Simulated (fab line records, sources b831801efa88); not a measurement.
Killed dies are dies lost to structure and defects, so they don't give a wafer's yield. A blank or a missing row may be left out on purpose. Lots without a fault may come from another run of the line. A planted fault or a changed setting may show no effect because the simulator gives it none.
fab line records | flow sky130
record lots=6 wafers=18 last_day=50
route steps=708 shown VIA3@585 METAL4@598 PAD_OPEN@708
lots that met no fault: from a run of the same line without faults
start_h: hours from the record's first day to the start of the lot's first wafer shown | wait_h: hours since the lot's step before | " the same as in the row above | L1.1+2: a row that stands for several wafers | - no value, or no start given | * or withheld: withheld | < > ~ a bound
route shown NAME@n: a module of which the file shows steps, and the number in the route of the first | usual: mean/standard deviation of fault-free wafers | same: alike in all rows | chamber/n: place in a boat | sites: the reading at each site | _std_site: their standard deviation | _edge_site: outer sites' mean less inner sites' | radius_mm: how far each site lies from the wafer's centre | mask NAME#n: copy n | behind: the tool/chamber that last shaped the wafer | hold: why the lot was held/for how many hours/how that ended | device: the transistor (n, p or np) that didn't switch | end of line: the same wafers' tests at the end of the route | a step without rows: its recipe alone | killed: dies lost to structure and defects at the first sort, not the wafer's yield | map: a wafer's dies, x killed, . not, _ none there
set.NAME: the setting as run; set.NAME@STEP: as run at that earlier step | model.NAME: the simulator's own value behind a step, which no gauge read
lots at some steps of the route; a table a step, a row a wafer
services: from which hour (start_h, from the record's first day; less than 0 if before it) a tool's chamber was out of use, for how many hours, and why
## steps
# step SKY_VIA3_CD_MEAS_12
# recipe target_cd_nm=200
# usual cd_nm=199.8/1.3
# columns lot.wafer tool chamber start_h wait_h cd_nm
L140.1 cd_sem-01 - 974.83 - 198.5
L140.3 " - " " 199.2
L140.5 " - " " 199.9
L141.1 cd_sem-01 - 979.78 - 200.2
L141.3 " - " " 199.1
L141.6 " - " " 200.5
L143.3 cd_sem-02 - 996.93 - 196.4
L143.5 " - " " 198.6
L143.6 " - " " 197.3
L145.2 cd_sem-02 - 1007.26 - 199.4
L145.5 " - " " 200.4
L145.6 " - " " 200.1
L152.2 cd_sem-01 - 1051.36 - 201.0
L152.5 " - " " 203.3
L152.6 " - " " 201.0
L154.2 cd_sem-02 - 1070.16 - 198.0
L154.3 " - " " 197.6
L154.6 " - " " 199.1
# step SKY_VIA3_OVL_MEAS_13
# usual VIA3_OVL=5/6.3
# columns lot.wafer tool chamber start_h wait_h VIA3_OVL[nm]
L140.1 overlay-01 - 974.95 0.1 9
L140.3 " - " " 11
L140.5 " - " " 12
L141.1 overlay-02 - 979.90 0.1 13
L141.3 " - " " 6
L141.6 " - " " 7
L143.3 overlay-01 - 997.02 0.1 9
L143.5 " - " " 4
L143.6 " - " " 8
L145.2 overlay-01 - 1007.36 0.1 8
L145.5 " - " " -8
L145.6 " - " " 6
L152.2 overlay-01 - 1051.46 0.1 9
L152.5 " - " " 9
L152.6 " - " " 13
L154.2 overlay-01 - 1070.26 0.1 4
L154.3 " - " " 3
L154.6 " - " " 3
# step SKY_VIA3_ETCH_14
# recipe chemistry=N2/H2 target=BARC ion_energy_ev=200 source_w=500 bias_w=100 pressure_mtorr=30 n2_flow_sccm=100 h2_flow_sccm=200 stop_on=SiO2 time_s=45.9 target_depth_a=600
# step SKY_VIA3_ETCH_15
# recipe target=SiO2 chemistry=C4F8/O2/Ar target_depth_nm=507 stop_on=TiN mask_material=KrF-thick source_w=1500 bias_w=1200 pressure_mtorr=40 c4f8_flow_sccm=withheld O2_flow_sccm=6 Ar_flow_sccm=300 time_s=78
# usual oes_product_au=0.946/0.0048
# columns lot.wafer tool chamber start_h wait_h oes_product_au rf_hours_counter_h
L140.1 rie_diel-02 2 975.03 0.0 0.951 18
L140.3 " 1 " " 0.943 17
L140.5 " 3 " " 0.945 -
L141.1 rie_diel-03 0 979.97 0.0 0.949 14
L141.3 " 1 " " 0.947 9
L141.6 " 3 " " 0.954 -
L143.3 rie_diel-02 3 997.09 0.0 0.949 21
L143.5 " 3 " " 0.949 -
L143.6 " 2 " " 0.953 -
L145.2 rie_diel-02 1 1007.44 0.0 0.939 18
L145.5 " 2 " " 0.953 -
L145.6 " 1 " " 0.944 -
L152.2 rie_diel-04 1 1051.54 0.0 0.944 16
L152.5 " 2 " " 0.950 -
L152.6 " 3 " " 0.947 -
L154.2 rie_diel-04 0 1070.34 0.0 0.942 14
L154.3 " 2 " " 0.945 29
L154.6 " 1 " " 0.950 -
# step SKY_VIA3_STRIP_16
# recipe chemistry=O2/N2 power_w=1400 pressure_mtorr=1500 platen_temp_c=withheld o2_flow_sccm=3000 n2_flow_sccm=300 overash_fraction=0.5
# usual drypump_motor_current_A=5.63/0.18 oes_product_au=0.403/0.0049 strip_time_to_endpoint_s=4.148/0.026
# columns lot.wafer tool chamber start_h wait_h drypump_motor_current_A oes_product_au rf_hours_counter_h strip_time_to_endpoint_s
L140.1 plasma_asher-01 1 975.09 0.0 6.00 0.402 23 4.143
L140.3 " 0 " " 5.46 0.401 - 4.124
L140.5 " 1 " " 5.95 0.396 - 4.109
L141.1 plasma_asher-01 0 980.03 0.0 5.47 0.409 24 4.115
L141.3 " 1 " " 5.99 0.402 - 4.103
L141.6 " 1 " " 5.94 0.399 - 4.115
L143.3 plasma_asher-03 1 997.18 0.1 5.65 0.406 - 4.150
L143.5 " 0 " " 5.66 0.400 - 4.126
L143.6 " 1 " " 5.68 0.401 - 4.150
L145.2 plasma_asher-01 0 1007.50 0.0 5.46 0.393 26 4.157
L145.5 " 0 " " 5.45 0.408 - 4.129
L145.6 " 1 " " 5.92 0.407 - 4.147
L152.2 plasma_asher-02 0 1051.60 0.0 5.36 0.398 124 4.180
L152.5 " 0 " " 5.33 0.399 - 4.141
L152.6 " 1 " " 5.59 0.402 - 4.141
L154.2 plasma_asher-03 0 1070.40 0.0 5.60 0.392 63 4.138
L154.3 " 0 " " 5.59 0.403 - 4.162
L154.6 " 0 " " 5.62 0.407 - 4.148
# step SKY_VIA3_STRIP_17
# recipe chemistry=post_etch_residue_remover time_s=1200 temp_c=72.5
# step SKY_VIA3_CLEAN_18
# recipe chemistry=IPA time_s=180 temp_c=25
# step SKY_VIA3_CLEAN_19
# recipe chemistry=O3/DIW dry=n2_spin
# step SKY_VIA3_SPUTTER_20
# recipe material=TiN target_thk_nm=20 chamber_pressure_pa=5 power_w=4000 time_s=80
# usual throttle_valve_pct=30.1/1
# columns lot.wafer tool chamber start_h wait_h throttle_valve_pct
L140.1 pvd_sputter-01 - 975.68 0.0 31.4
L140.3 " - " " 30.2
L140.5 " - " " 28.3
L141.1 pvd_sputter-02 - 980.63 0.0 30.4
L141.3 " - " " 29.2
L141.6 " - " " 30.7
L143.3 pvd_sputter-01 - 997.74 0.0 32.3
L143.5 " - " " 32.5
L143.6 " - " " 30.1
L145.2 pvd_sputter-01 - 1008.09 0.0 28.5
L145.5 " - " " 32.5
L145.6 " - " " 30.1
L152.2 pvd_sputter-02 - 1052.19 0.0 30.5
L152.5 " - " " 30.3
L152.6 " - " " 31.0
L154.2 pvd_sputter-03 - 1070.99 0.0 30.6
L154.3 " - " " 28.7
L154.6 " - " " 30.5
# step SKY_VIA3_CVD_21
# recipe material=W target_thk_nm=390 time_s=117.31 temp_c=400 pressure_torr=40
# usual heater_power_w=800/45
# columns lot.wafer tool chamber start_h wait_h heater_power_w
L140.1 cvd_w-01 0 975.74 0.0 786
L140.3 " 0 " " 809
L140.5 " 1 " " 823
L141.1 cvd_w-01 1 980.69 0.0 859
L141.3 " 1 " " 833
L141.6 " 0 " " 813
L143.3 cvd_w-02 0 997.85 0.1 838
L143.5 " 0 " " 841
L143.6 " 1 " " 734
L145.2 cvd_w-02 1 1008.16 0.0 744
L145.5 " 1 " " 749
L145.6 " 0 " " 842
L152.2 cvd_w-02 1 1052.25 0.0 747
L152.5 " 1 " " 749
L152.6 " 0 " " 851
L154.2 cvd_w-02 0 1071.05 0.0 806
L154.3 " 1 " " 737
L154.6 " 1 " " 741
# step SKY_VIA3_RS_MEAS_22
# recipe thk_meas_gauge=four-point-probe reads=W_of_VIA3_CVD_21+TiN_of_VIA3_SPUTTER_20
# usual VIA3_W_RS=0.2950/0.0024
# columns lot.wafer tool chamber start_h wait_h VIA3_W_RS[ohm/sq]
L140.1 film_metro-02 - 975.87 0.1 0.2979
L140.3 " - " " 0.2970
L140.5 " - " " 0.2972
L141.1 film_metro-04 - 980.81 0.1 0.2971
L141.3 " - " " 0.2956
L141.6 " - " " 0.2963
L143.3 film_metro-04 - 997.97 0.1 0.2967
L143.5 " - " " 0.2946
L143.6 " - " " 0.2927
L145.2 film_metro-03 - 1008.30 0.1 0.2934
L145.5 " - " " 0.2947
L145.6 " - " " 0.2917
L152.2 film_metro-04 - 1052.39 0.1 0.2955
L152.5 " - " " 0.2951
L152.6 " - " " 0.2970
L154.2 film_metro-04 - 1071.19 0.1 0.2950
L154.3 " - " " 0.2945
L154.6 " - " " 0.2964
# step SKY_VIA3_THK_MEAS_23
# recipe thk_meas_gauge=xrf reads=W_of_VIA3_CVD_21
# usual VIA3_W_THK=386/6.1
# columns lot.wafer tool chamber start_h wait_h VIA3_W_THK[nm]
L140.1 film_metro-02 - 975.99 0.1 375
L140.3 " - " " 377
L140.5 " - " " 377
L141.1 film_metro-04 - 980.93 0.1 380
L141.3 " - " " 383
L141.6 " - " " 380
L143.3 film_metro-04 - 998.07 0.1 382
L143.5 " - " " 384
L143.6 " - " " 386
L145.2 film_metro-03 - 1008.41 0.1 389
L145.5 " - " " 387
L145.6 " - " " 393
L152.2 film_metro-04 - 1052.50 0.1 383
L152.5 " - " " 385
L152.6 " - " " 385
L154.2 film_metro-04 - 1071.30 0.1 381
L154.3 " - " " 382
L154.6 " - " " 384
# step SKY_VIA3_CMP_24
# recipe stop_on=SiO2 t_overpolish_s=20 down_force_psi=3.5 platen_rpm=60 target_thk_nm=0 pad_velocity_m_s=0.94248
# usual head_pressure_psi=3.499/0.0079 motor_current_A=11.4/1.4 overpolish_run_s=20.000/0.0087 platen_rpm=60.00/0.035 time_to_endpoint_s=95/3.8
# columns lot.wafer tool chamber start_h wait_h head_pressure_psi motor_current_A overpolish_run_s platen_rpm time_to_endpoint_s
L140.3 cmp-01 2 976.05 0.0 3.498 10.2 19.981 60.07 91
L140.1 " 0 " " 3.497 10.7 20.013 60.02 94
L140.5 " 3 " " 3.484 9.9 19.994 60.02 94
L141.1 cmp-02 2 980.99 0.1 3.505 11.7 20.005 60.03 89
L141.3 " 1 " " 3.500 10.6 19.997 59.98 100
L141.6 " 3 " " 3.511 14.3 19.999 59.97 95
L143.3 cmp-02 3 998.26 0.2 3.508 14.1 20.009 60.00 97
L143.5 " 0 " " 3.491 12.3 20.005 65.94 85
L143.6 " 1 " " 3.491 11.1 20.015 60.00 96
L145.2 cmp-02 0 1008.61 0.2 3.498 12.2 20.009 66.00 95
L145.6 " 1 " " 3.497 10.2 19.993 59.97 101
L145.5 " 2 " " 3.503 12.3 20.005 60.02 92
L152.2 cmp-01 2 1052.60 0.1 3.499 10.0 19.984 59.98 94
L152.6 " 1 " " 3.487 11.2 20.005 60.02 99
L152.5 " 2 " " 3.499 10.3 20.000 59.98 92
L154.3 cmp-01 0 1071.35 0.0 3.496 10.9 19.999 60.02 93
L154.2 " 3 " " 3.510 9.4 20.010 60.05 93
L154.6 " 1 " " 3.496 10.5 20.003 60.03 94
# step SKY_METAL4_SPUTTER_00
# recipe material=Ti target_thk_nm=15 power_w=3000 time_s=10 chamber_pressure_pa=0.4
# usual throttle_valve_pct=30.1/1.4
# columns lot.wafer tool chamber start_h wait_h throttle_valve_pct
L140.1 pvd_sputter-01 - 976.35 0.1 31.1
L140.3 " - " " 28.4
L140.5 " - " " 31.4
L141.1 pvd_sputter-04 - 981.29 0.2 29.9
L141.3 " - " " 28.5
L141.6 " - " " 29.6
L143.3 pvd_sputter-03 - 998.41 0.1 30.5
L143.5 " - " " 28.5
L143.6 " - " " 29.5
L145.2 pvd_sputter-04 - 1008.76 0.1 29.7
L145.5 " - " " 28.7
L145.6 " - " " 32.2
L152.2 pvd_sputter-01 - 1052.85 0.2 32.4
L152.5 " - " " 31.1
L152.6 " - " " 28.3
L154.2 pvd_sputter-04 - 1071.65 0.1 29.6
L154.3 " - " " 30.0
L154.6 " - " " 28.6
# step SKY_PAD_OPEN_PROBE_99
# usual defect_limited_yield=81.9/2 killed_at_M0_to_M3=43/6.5 killed_at_M4_up=3.2/1.8 killed_at_contacts=26/5.2 killed_at_front_end=16/4.8 killed_at_other=0.3/0.6 killed_dies=89/9.6 killed_open=48/7.1 killed_short=40/6.4 sort_bin_3_pad_short=0.9/0.37 sort_bin_5_function=10.7/1.4 sort_bin_6_memory=6.5/1.2 sort_n_pass=403/9.6 sort_yield_pct=81.9/2
# same gross_dies=492 killed_at_back_side=0 sort_bin_4_leakage[%]=0 sort_bin_8_speed[%]=0
# columns lot.wafer tool chamber start_h wait_h defect_limited_yield[%] killed_at_M0_to_M3 killed_at_M4_up killed_at_contacts killed_at_front_end killed_at_other killed_dies killed_open killed_short sort_bin_3_pad_short[%] sort_bin_5_function[%] sort_bin_6_memory[%] sort_n_pass sort_yield_pct[%]
L140.1 prober-02 - 1117.49 0.1 81.9 44 4 24 17 0 89 47 42 1.2 10.8 6.1 403 81.9
L140.3 prober-02 - 1117.59 0.2 82.9 37 3 26 18 0 84 49 35 0 11.4 5.7 408 82.9
L140.5 prober-02 - 1117.69 0.2 81.9 45 1 24 19 0 89 48 40 0.2 11.6 6.3 403 81.9
L141.1 prober-01 - 1119.24 0.1 81.1 47 5 18 23 0 93 47 46 1.0 12.8 5.1 399 81.1
L141.3 prober-01 - 1119.34 0.2 82.1 36 5 31 15 1 88 48 39 0.6 9.6 7.7 404 82.1
L141.6 prober-01 - 1119.49 0.2 83.7 32 3 26 19 0 80 42 37 0.8 9.3 6.1 412 83.7
L145.2 prober-01 - 1143.10 0.1 84.8 40 2 24 9 0 75 45 30 0.2 9.1 5.9 417 84.8
L145.5 prober-01 - 1143.25 0.2 84.1 49 1 16 11 1 78 35 43 0.2 9.3 6.3 414 84.1
L145.6 prober-01 - 1143.30 0.2 80.5 34 0 34 28 0 96 62 34 0.4 11.8 7.3 396 80.5
L154.2 prober-02 - 1190.25 0.1 83.1 36 4 23 20 0 83 44 39 0.8 10.4 5.7 409 83.1
L154.3 prober-02 - 1190.30 0.2 82.3 36 2 34 15 0 87 43 44 0.6 10.0 7.1 405 82.3
L154.6 prober-02 - 1190.45 0.2 86.2 34 2 15 17 0 68 32 36 1.0 8.7 4.1 424 86.2
# killed by level:class
L140.1 VIA1:geometric_particle:open=11 CONTACT:geometric_particle:open=8 VIA2:geometric_particle:open=7 CONTACT:geometric_particle:short=6 FIELD_ISO:geometric_particle:short=5 VIA3:geometric_particle:short=5 VIA3:geometric_particle:open=5 LI_CONTACT:geometric_particle:open=4
L140.3 CONTACT:geometric_particle:open=10 VIA1:geometric_particle:open=7 LI_CONTACT:geometric_particle:open=6 VIA3:geometric_particle:open=6 VIA2:geometric_particle:open=6 METAL1:geometric_particle:short=5 FIELD_ISO:geometric_particle:open=4 VIA1:geometric_particle:short=3
L140.5 VIA1:geometric_particle:open=18 LI_CONTACT:geometric_particle:open=9 CONTACT:geometric_particle:open=6 POLY_GATE:geometric_particle:short=5 VIA3:geometric_particle:short=5 VIA1:geometric_particle:short=5 METAL2:geometric_particle:short=4 METAL1:geometric_particle:short=4
L141.1 CONTACT:geometric_particle:open=9 METAL1:geometric_particle:short=8 FIELD_ISO:geometric_particle:open=7 VIA3:geometric_particle:open=7 VIA1:geometric_particle:short=7 VIA1:geometric_particle:open=7 FIELD_ISO:geometric_particle:short=6 VIA2:geometric_particle:open=6
L141.3 CONTACT:geometric_particle:open=11 VIA2:geometric_particle:open=8 LI_CONTACT:geometric_particle:open=7 VIA3:geometric_particle:open=6 LOCAL_INTERCONNECT:geometric_particle:short=5 CONTACT:geometric_particle:short=5 VIA1:geometric_particle:open=5 POLY_GATE:geometric_particle:short=4
L141.6 LI_CONTACT:geometric_particle:open=8 CONTACT:geometric_particle:open=7 FIELD_ISO:geometric_particle:open=6 FIELD_ISO:geometric_particle:short=5 METAL2:geometric_particle:short=5 METAL1:geometric_particle:short=5 METAL1:geometric_particle:open=4 LOCAL_INTERCONNECT:geometric_particle:short=4
L145.2 CONTACT:geometric_particle:open=9 VIA3:geometric_particle:open=9 LI_CONTACT:geometric_particle:open=6 VIA1:geometric_particle:open=5 POLY_GATE:geometric_particle:short=4 VIA2:geometric_particle:open=4 CONTACT:geometric_particle:short=4 METAL2:geometric_particle:open=3
L145.5 VIA1:geometric_particle:open=10 METAL1:geometric_particle:short=8 FIELD_ISO:geometric_particle:short=6 CONTACT:geometric_particle:open=6 VIA2:geometric_particle:open=6 VIA2:geometric_particle:short=6 METAL2:geometric_particle:short=5 METAL3:geometric_particle:short=5
L145.6 VIA2:geometric_particle:open=13 FIELD_ISO:geometric_particle:short=9 VIA1:geometric_particle:open=9 LI_CONTACT:geometric_particle:open=9 CONTACT:geometric_particle:open=9 FIELD_ISO:geometric_particle:open=7 VIA3:geometric_particle:open=6 LOCAL_INTERCONNECT:geometric_particle:short=5
L154.2 LI_CONTACT:geometric_particle:open=9 VIA3:geometric_particle:open=8 FIELD_ISO:geometric_particle:short=7 LOCAL_INTERCONNECT:geometric_particle:short=6 VIA1:geometric_particle:open=6 METAL2:geometric_particle:short=6 VIA2:geometric_particle:open=6 CONTACT:geometric_particle:open=4
L154.3 LOCAL_INTERCONNECT:geometric_particle:short=9 LI_CONTACT:geometric_particle:open=8 VIA2:geometric_particle:open=8 CONTACT:geometric_particle:open=8 CONTACT:geometric_particle:short=6 VIA1:geometric_particle:open=6 METAL1:geometric_particle:short=5 POLY_GATE:geometric_particle:short=4
L154.6 VIA1:geometric_particle:open=7 CONTACT:geometric_particle:open=6 METAL2:geometric_particle:short=6 VIA3:geometric_particle:open=5 POLY_GATE:geometric_particle:short=5 LI_CONTACT:geometric_particle:open=5 METAL1:geometric_particle:short=4 METAL3:geometric_particle:short=4
## services
# columns tool chamber start_h hours kind
plasma_asher-03 - 956.29 2.8 pm
cmp-01 - 966.31 6.5 pm
rie_diel-02 1 969.98 3.9 repair
cmp-02 - 973.02 6.3 pm
cmp-01 - 999.58 1.9 repair
cmp-02 - 1006.54 0.9 repair
cvd_w-02 - 1009.27 0.8 repair
cmp-01 - 1014.91 2.5 repair
pvd_sputter-04 - 1019.20 2.7 repair
pvd_sputter-02 - 1019.45 3.2 repair
cmp-01 - 1023.99 0.9 repair
rie_diel-03 2 1026.15 22.1 repair
cvd_w-02 0 1030.05 4.6 repair
plasma_asher-03 - 1037.55 0.6 repair
cvd_w-02 - 1038.38 9.4 repair
plasma_asher-02 - 1055.25 9.0 pm
plasma_asher-02 0 1055.25 9.0 vent_cycle
plasma_asher-02 1 1055.25 9.0 vent_cycle
rie_diel-02 3 1063.06 1.8 repair
plasma_asher-02 0 1064.25 - clean
plasma_asher-02 1 1064.25 - clean
## key
first_sign step=SKY_VIA3_CMP_24 reading=platen_rpm direction=up sigmas=99+ usual=60.00 struck=65.97
effect none on later readings
met_at SKY_VIA3_CMP_24
struck_wafers L143.5,L145.2
fault kind=process_parameter_drift tool=cmp-02 chamber=0 onset_h=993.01 steps=SKY_VIA3_CMP_24 channel=platen_rpm offset=6 shape=step end_h=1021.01 acts_in=these_recipes_only stated=60
